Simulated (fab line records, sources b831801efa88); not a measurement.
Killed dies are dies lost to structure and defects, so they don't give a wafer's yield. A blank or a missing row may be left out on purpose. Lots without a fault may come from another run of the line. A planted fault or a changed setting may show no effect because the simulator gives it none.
fab line records | flow gf180mcu
record lots=13 wafers=39 last_day=34
route steps=602 shown POLY_GATE@175 SAB@264 V2@387
lots that met no fault: from a run of the same line without faults
start_h: hours from the record's first day to the start of the lot's first wafer shown | wait_h: hours since the lot's step before | " the same as in the row above | L1.1+2: a row that stands for several wafers | - no value, or no start given | * or withheld: withheld | < > ~ a bound
route shown NAME@n: a module of which the file shows steps, and the number in the route of the first | usual: mean/standard deviation of fault-free wafers | same: alike in all rows | chamber/n: place in a boat | sites: the reading at each site | _std_site: their standard deviation | _edge_site: outer sites' mean less inner sites' | radius_mm: how far each site lies from the wafer's centre | mask NAME#n: copy n | behind: the tool/chamber that last shaped the wafer | hold: why the lot was held/for how many hours/how that ended | device: the transistor (n, p or np) that didn't switch | end of line: the same wafers' tests at the end of the route | a step without rows: its recipe alone | killed: dies lost to structure and defects at the first sort, not the wafer's yield | map: a wafer's dies, x killed, . not, _ none there
set.NAME: the setting as run; set.NAME@STEP: as run at that earlier step | model.NAME: the simulator's own value behind a step, which no gauge read
steps of the route over a sample of lots; a table a step, a row a wafer
services: from which hour (start_h, from the record's first day; less than 0 if before it) a tool's chamber was out of use, for how many hours, and why
## steps
# step GF_POLY_GATE_CD_MEAS_18
# usual cd_nm=280.7/1.5
# columns lot.wafer tool chamber start_h wait_h cd_nm
L925.1 cd_sem-02 - 207.98 0.1 281.4
L925.2 " - " " 278.8
L925.4 " - " " 282.6
L927.1 cd_sem-01 - 226.21 0.1 279.7
L927.3 " - " " 279.4
L927.6 " - " " 281.3
L930.2 cd_sem-02 - 245.56 0.1 277.4
L930.3 " - " " 277.3
L930.4 " - " " 280.3
L931.1 cd_sem-02 - 250.43 0.1 282.3
L931.4 " - " " 281.5
L931.6 " - " " 281.5
L932.1 cd_sem-02 - 260.87 0.1 280.5
L932.3 " - " " 279.8
L932.6 " - " " 279.1
L933.1 cd_sem-02 - 265.83 0.1 282.0
L933.3 " - " " 281.1
L933.4 " - " " 282.5
L934.2 cd_sem-01 - 276.11 0.1 278.8
L934.3 " - " " 278.9
L934.6 " - " " 279.1
L935.1 cd_sem-02 - 278.23 0.1 277.8
L935.3 " - " " 280.0
L935.6 " - " " 278.7
L942.2 cd_sem-02 - 334.55 0.1 280.9
L942.4 " - " " 282.8
L942.5 " - " " 280.8
L943.2 cd_sem-01 - 345.50 0.1 279.7
L943.3 " - " " 280.9
L943.5 " - " " 281.3
L944.1 cd_sem-01 - 351.57 0.1 282.2
L944.3 " - " " 281.7
L944.6 " - " " 278.9
L945.1 cd_sem-01 - 355.68 0.1 282.0
L945.4 " - " " 280.5
L945.6 " - " " 281.8
L946.4 cd_sem-02 - 363.01 0.1 281.3
L946.5 " - " " 282.2
L946.6 " - " " 280.6
# step GF_SAB_CVD_00
# recipe material=SiO2 target_thk_nm=50 precursor=TEOS temp_c=400 time_s=4.9302 rf_w=600
# usual heater_power_outer_w=390/56 heater_power_w=667/85
# columns lot.wafer tool chamber start_h wait_h heater_power_outer_w heater_power_w
L925.1 pecvd-04 0 329.09 0.1 303 540
L925.2 " 1 " " 499 848
L925.4 " 2 " " 462 819
L927.1 pecvd-03 0 350.39 0.1 440 719
L927.3 " 1 " " 375 610
L927.6 " 1 " " 384 601
L930.2 pecvd-02 0 374.53 0.1 356 611
L930.3 " 2 " " 356 598
L930.4 " 2 " " 364 631
L931.1 pecvd-03 0 380.39 0.1 427 696
L931.4 " 2 " " 330 603
L931.6 " 0 " " 422 710
L932.1 pecvd-02 0 392.84 0.1 376 623
L932.3 " 1 " " 378 640
L932.6 " 2 " " 282 508
L933.1 pecvd-02 2 398.09 0.1 353 606
L933.3 " 0 " " 287 495
L933.4 " 0 " " 286 506
L934.2 pecvd-03 1 408.49 0.1 392 604
L934.3 " 0 " " 406 675
L934.6 " 0 " " 404 659
L935.1 pecvd-02 1 413.19 0.1 304 567
L935.3 " 0 " " 345 602
L935.6 " 2 " " 264 500
L942.2 pecvd-04 0 477.19 0.1 325 594
L942.4 " 1 " " 476 791
L942.5 " 0 " " 332 591
L943.2 pecvd-02 1 490.79 0.1 377 660
L943.3 " 0 " " 364 622
L943.5 " 1 " " 393 657
L944.1 pecvd-04 2 496.04 0.1 392 720
L944.3 " 1 " " 498 831
L944.6 " 1 " " 500 856
L945.1 pecvd-03 2 500.29 0.1 365 641
L945.4 " 2 " " 358 646
L945.6 " 0 " " 438 713
L946.4 pecvd-02 0 508.55 0.0 362 600
L946.5 " 2 " " 356 623
L946.6 " 1 " " 365 650
# step GF_SAB_THK_MEAS_01
# recipe reads=SiO2_of_SAB_CVD_00
# usual SAB_CVD_00_THK=50.2/0.57
# columns lot.wafer tool chamber start_h wait_h hold SAB_CVD_00_THK[nm]
L925.1 film_metro-01 - 329.11 0.0 - 49.9
L925.2 " - " " - 49.5
L925.4 " - " " - 51.0
L927.1 film_metro-03 - 350.45 0.1 - 49.8
L927.3 " - " " - 49.7
L927.6 " - " " - 51.3
L930.2 film_metro-04 - 374.56 0.0 - 49.8
L930.3 " - " " - 49.7
L930.4 " - " " - 51.1
L931.1 film_metro-04 - 380.41 0.0 - 49.3
L931.4 " - " " - 49.6
L931.6 " - " " - 49.9
L932.1 film_metro-01 - 392.86 0.0 - 49.9
L932.3 " - " " - 50.5
L932.6 " - " " - 50.9
L933.1 film_metro-01 - 398.11 0.0 await_dispo/0.2h/release 49.1
L933.3 " - " " await_dispo/0.2h/release 55.0
L933.4 " - " " await_dispo/0.2h/release 55.4
L933.1 film_metro-01 - 398.45 0.3 - 49.1
L933.3 " - " " - 55.0
L933.4 " - " " - 55.3
L934.2 film_metro-04 - 408.52 0.0 - 49.5
L934.3 " - " " - 49.4
L934.6 " - " " - 50.3
L935.1 film_metro-01 - 413.21 0.0 await_dispo/0.2h/release 49.5
L935.3 " - " " await_dispo/0.2h/release 54.6
L935.6 " - " " await_dispo/0.2h/release 49.5
L935.1 film_metro-01 - 413.43 0.2 - 49.5
L935.3 " - " " - 54.6
L935.6 " - " " - 49.5
L942.2 film_metro-01 - 477.22 0.0 - 49.4
L942.4 " - " " - 50.6
L942.5 " - " " - 50.1
L943.2 film_metro-03 - 490.82 0.0 - 49.4
L943.3 " - " " - 50.1
L943.5 " - " " - 50.4
L944.1 film_metro-01 - 496.06 0.0 - 49.7
L944.3 " - " " - 49.8
L944.6 " - " " - 50.4
L945.1 film_metro-03 - 500.31 0.0 - 49.2
L945.4 " - " " - 49.9
L945.6 " - " " - 50.5
L946.4 film_metro-04 - 508.59 0.0 - 49.9
L946.5 " - " " - 50.0
L946.6 " - " " - 50.2
# step GF_V2_BOW_MEAS_05
# recipe mode=bow
# usual V2_BOW=99/7.7
# columns lot.wafer tool chamber start_h wait_h V2_BOW[um]
L925.1 film_metro-04 - 450.76 0.1 97
L925.2 " - " " 93
L925.4 " - " " 88
L927.1 film_metro-02 - 471.73 0.2 92
L927.3 " - " " 97
L927.6 " - " " 103
L930.2 film_metro-04 - 500.58 0.2 105
L930.3 " - " " 86
L930.4 " - " " 103
L931.1 film_metro-02 - 505.88 0.1 97
L931.4 " - " " 108
L931.6 " - " " 93
L932.1 film_metro-03 - 518.63 0.1 111
L932.3 " - " " 100
L932.6 " - " " 100
L933.1 film_metro-04 - 524.37 0.1 104
L933.3 " - " " 118
L933.4 " - " " 115
L934.2 film_metro-02 - 535.45 0.1 105
L934.3 " - " " 106
L934.6 " - " " 108
L935.1 film_metro-04 - 537.76 0.1 100
L935.3 " - " " 101
L935.6 " - " " 104
L942.2 film_metro-04 - 600.43 0.3 99
L942.4 " - " " 101
L942.5 " - " " 103
L943.2 film_metro-04 - 611.13 0.2 92
L943.3 " - " " 102
L943.5 " - " " 85
L944.1 film_metro-04 - 616.41 0.1 110
L944.3 " - " " 99
L944.6 " - " " 94
L945.1 film_metro-02 - 621.50 0.1 92
L945.4 " - " " 98
L945.6 " - " " 94
L946.4 film_metro-02 - 624.82 0.2 118
L946.5 " - " " 110
L946.6 " - " " 115
# step GF_V2_ETCH_16
# recipe chemistry=N2/H2 target_depth_a=withheld overetch_a=withheld time_s=withheld target=BARC ion_energy_ev=200 source_w=500 bias_w=100 pressure_mtorr=30 n2_flow_sccm=100 h2_flow_sccm=200
# usual drypump_motor_current_A=5.8/0.36 oes_product_au=0.855/0.0051 throttle_valve_pct=13.224/0.0089
# columns lot.wafer tool chamber start_h wait_h drypump_motor_current_A oes_product_au throttle_valve_pct
L925.1 rie_diel-01 1 474.76 0.0 5.3 0.854 13.225
L925.2 " 0 " " 5.7 0.860 13.241
L925.4 " 2 " " 4.8 0.855 13.210
L927.1 rie_diel-01 1 495.71 0.0 5.2 0.863 13.236
L927.3 " 0 " " 5.7 0.853 13.226
L927.6 " 2 " " 4.8 0.849 13.224
L930.2 rie_diel-01 3 523.46 0.0 5.8 0.859 13.208
L930.3 " 1 " " 5.2 0.858 13.225
L930.4 " 2 " " 4.8 0.858 13.228
L931.1 rie_diel-03 2 529.71 0.0 5.6 0.854 13.213
L931.4 " 3 " " 5.7 0.854 13.238
L931.6 " 0 " " 5.8 0.851 13.220
L932.1 rie_diel-01 1 542.40 0.0 5.2 0.856 13.231
L932.3 " 3 " " 5.8 0.861 13.217
L932.6 " 1 " " 5.2 0.863 13.226
L933.1 rie_diel-03 1 547.90 0.0 5.7 0.861 13.227
L933.3 " 3 " " 5.7 0.855 13.222
L933.4 " 0 " " 5.8 0.859 13.227
L934.2 rie_diel-04 0 558.40 0.0 5.4 0.850 13.221
L934.3 " 2 " " 6.2 0.849 13.228
L934.6 " 3 " " 5.4 0.852 13.213
L935.1 rie_diel-04 3 560.96 0.0 5.4 0.859 13.221
L935.3 " 1 " " 6.5 0.857 13.216
L935.6 " 3 " " 5.4 0.864 13.213
L942.2 rie_diel-03 2 621.90 0.0 5.7 0.855 13.213
L942.4 " 1 " " 5.7 0.854 13.223
L942.5 " 0 " " 5.9 0.867 13.221
L943.2 rie_diel-04 3 632.30 0.0 5.4 0.857 13.222
L943.3 " 1 " " 6.4 0.855 13.237
L943.5 " 1 " " 6.4 0.848 13.233
L944.1 rie_diel-04 2 637.05 0.0 6.2 0.855 13.222
L944.3 " 3 " " 5.4 0.852 13.209
L944.6 " 1 " " 6.4 0.859 13.216
L945.1 rie_diel-04 1 641.95 0.0 6.4 0.852 13.219
L945.4 " 2 " " 6.2 0.858 13.233
L945.6 " 1 " " 6.5 0.849 13.230
L946.4 rie_diel-03 2 644.76 0.0 5.6 0.855 13.235
L946.5 " 0 " " 5.8 0.864 13.211
L946.6 " 3 " " 5.7 0.855 13.237
## services
# columns tool chamber start_h hours kind
rie_diel-03 0 370.32 4.8 repair
rie_diel-01 0 373.12 4.2 repair
rie_diel-01 1 381.27 3.3 repair
rie_diel-03 - 397.13 2.8 pm
rie_diel-01 2 412.90 9.5 repair
pecvd-02 - 420.11 5.1 repair
rie_diel-01 0 421.18 3.4 repair
rie_diel-01 - 422.62 2.8 pm
rie_diel-03 0 423.73 8.8 repair
rie_diel-04 1 424.83 3.0 repair
pecvd-03 1 433.43 2.5 repair
pecvd-02 - 443.65 2.4 repair
rie_diel-01 1 458.00 4.1 repair
pecvd-03 - 474.64 2.8 pm
rie_diel-03 3 487.02 3.9 repair
rie_diel-03 1 504.06 9.3 repair
rie_diel-01 2 535.01 10.0 repair
rie_diel-01 3 560.29 1.7 repair
rie_diel-04 - 570.40 2.3 repair
rie_diel-03 2 573.78 9.2 repair
rie_diel-03 0 597.90 6.7 repair
rie_diel-04 1 599.60 10.7 repair
pecvd-02 0 608.89 5.7 repair
rie_diel-04 3 634.65 1.8 repair
## key
first_sign step=GF_SAB_THK_MEAS_01 reading=visit direction=added
effect step=GF_SAB_THK_MEAS_01 reading=SAB_CVD_00_THK direction=up sigmas=8.5 usual=50.2 struck=55.0
met_at GF_SAB_CVD_00
struck_lots L933,L935
struck_wafers L933.3,L933.4,L935.3
tester_left_out L933,L935
not_acting_at GF_POLY_GATE_CD_MEAS_18,GF_V2_BOW_MEAS_05,GF_V2_ETCH_16
onset_between 392.84 398.09
fault kind=process_parameter_drift tool=pecvd-02 chamber=0 onset_h=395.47 steps=GF_SAB_CVD_00 channel=time_s offset=* shape=step end_h=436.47 acts_in=* stated=*
# tester_left_out: of these lots the tester's yield and bins aren't shown, on N5 and GAA mostly nor the transistor test; their killed dies are dies lost to structure and defects alone, not to doping, threshold or leakage, so they don't give the yield
